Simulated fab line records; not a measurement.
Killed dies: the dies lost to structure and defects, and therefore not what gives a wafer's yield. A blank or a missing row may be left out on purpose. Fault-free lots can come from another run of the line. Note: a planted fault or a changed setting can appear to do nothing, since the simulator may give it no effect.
Problem report, 8D (eight disciplines) form, completed by code -- flow sky130 -- the parts of the form that need people (team, actions taken, sign-off) are left out

1. WHAT IS WRONG
GATE_OXIDE_OXIDATION_00_THK at SKY_GATE_OXIDE_THK_MEAS_02 reads a mean of 12.51 nm on 6 wafers of 2 lots; wafers without a fault read 10.23 nm with a standard deviation of 0.22. Relative to the usual mean, that is a shift of +10 standard deviations.
First seen on wafer L613.1, day 16 14:50, on film-metro-01. At this step, 33 wafers from 11 lots have a number in the record. Rule for "out", or "out of limits": more than 4 standard deviations from the usual mean. All remaining wafers that have a number are taken as sound.

2. WHAT IT IS; WHAT IT IS NOT
question,is,is not
which readings at this step,GATE_OXIDE_OXIDATION_00_THK,-
which lots,"L612, L613","L602, L603, L605, L606, L608, L611, L621, L623, L624"
which wafers of those lots,all that have a number,-
read on which gauges,"film-metro-01, film-metro-04",film-metro-02
when,from day 16 14:50,"up to then (18 sound wafers); but 9 sound wafers of L621, L623, L624 came after"

3. THE SUSPECTS, EACH WITH WHAT RULES IT OUT
Counting: a tool stays on the suspect list if, at a process step up to the reading, it processed all lots that are out and no sound lot following the first of them.
- the gauge at SKY_GATE_OXIDE_THK_MEAS_02 has been ruled out. 2 gauges (film-metro-01, film-metro-04) read the wafers that are out.
- furnace-01 at SKY_GATE_OXIDE_OXIDATION_01 (stabilise 600 s, purge 300 s, target thk 10.268 nm): ruled out as a lasting fault. Sound lots L623, L624 ran on it after its first lot that is out, L612 (day 16 13:25).
Left after counting: nothing in the record.

4. THE CAUSE (what the simulator had put in)
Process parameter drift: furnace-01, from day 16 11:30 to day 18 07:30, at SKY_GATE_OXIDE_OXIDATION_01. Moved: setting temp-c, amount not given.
Counting ruled it out, wrongly: the rule takes a fault to strike every lot that its tool runs from its start on, and this one did not.

5. THE EFFECT CHAIN, in route order
Each row: a reading whose mean over the struck wafers that have a number lies more than 3 standard deviations from the usual. Only readings for which the record gives a usual standard deviation are gone through. hours: the time from each lot's start at the first step in this table that gives one to its start at this step, as a median over the lots. sigmas: the change in usual standard deviations.
hours,step,reading,usual,on struck wafers,change,sigmas
0,SKY_GATE_OXIDE_OXIDATION_01,spike-tc-bottom-C,918.8 C,937.3,+18.5,+19
0,SKY_GATE_OXIDE_OXIDATION_01,spike-tc-centre-C,900.7 C,919.6,+18.9,+16
0,SKY_GATE_OXIDE_OXIDATION_01,spike-tc-lower-C,899.4 C,918.1,+18.7,+19
0,SKY_GATE_OXIDE_OXIDATION_01,spike-tc-top-C,909.1 C,926.4,+17.3,+8.2
0,SKY_GATE_OXIDE_OXIDATION_01,spike-tc-upper-C,899.3 C,917.7,+18.4,+19
0,SKY_GATE_OXIDE_OXIDATION_01,tube-center-temp-C,900 C,918,+18,+99 or more
0,SKY_GATE_OXIDE_OXIDATION_01,tube_center_temp_C_max,902.2,920.6,+18.4,+48
1,SKY_GATE_OXIDE_THK_MEAS_02,GATE_OXIDE_OXIDATION_00_THK,10.23 nm,12.51,+2.28,+10
The process steps in it:
- SKY_GATE_OXIDE_OXIDATION_01: stabilise 600 s, purge 300 s, target thk 10.268 nm.

6. WHAT WOULD HAVE CAUGHT IT SOONER
The first out-of-limits reading at a measuring or inspecting step in this record came at day 16 14:50, 3 hours after the fault's start at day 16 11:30.
Tool's own readings at SKY_GATE_OXIDE_OXIDATION_01, spike-tc-bottom-C, spike-tc-centre-C, spike-tc-lower-C, spike-tc-top-C, spike-tc-upper-C, tube-center-temp-C, tube_center_temp_C_max: out on all struck wafers the step has rows for; an alarm limit on them would have tripped on the first.
